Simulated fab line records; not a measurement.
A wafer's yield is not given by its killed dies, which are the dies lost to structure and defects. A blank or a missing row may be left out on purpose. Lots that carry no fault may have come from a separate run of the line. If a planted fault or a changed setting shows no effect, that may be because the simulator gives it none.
Matching of chambers	flow gf180mcu	4 sister chambers for GF_V4_CMP_26 on cmp-01
The step polishes, stops on SiO2, t overpolish 15 s, target thk 0 nm. 4 wafers are shown with their chamber, then 7 later ones without.

## WAFERS, EACH WITH ITS CHAMBER
wafer	chamber	motorCurrentA (A)
L548.2	1	10.3
L548.3	3	10.9
L549.1	0	12.0
L549.3	2	10.5

## WAFERS WITHOUT THEIR CHAMBER
wafer	motorCurrentA (A)
L549.6	11.0
L552.1	10.3
L552.3	11.7
L552.4	9.9
L557.1	11.9
L557.3	11.1
L557.6	10.7

## CHAMBER TAKEN BY EACH
wafer	from the rows above	in truth
L549.6	can't be placed: 3 or 2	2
L552.1	can't be placed: 1 or 2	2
L552.3	0	0
L552.4	can't be placed: 1 or 2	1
L557.1	0	0
L557.3	can't be placed: 3 or 2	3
L557.6	can't be placed: 2 or 3 or 1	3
Correct placement for 2 of the 7. These rows do not allow placing 5 (true chamber among the candidates in 5). Wrongly placed: 0.
How it was worked out, from the rows above alone: a wafer's distance from a chamber is the root of the sum, over the readings, of the square of ((its reading less the chamber's mean) divided by the reading's scatter). If the next closest chamber is less than 2 further off than the closest, the wafer can't be placed; otherwise it belongs to the closest. Each chamber's mean is taken over the wafers shown for it. The scatter: with one shown wafer a chamber, the root of the mean of the squares of how far each hidden wafer lies from its nearest shown one.
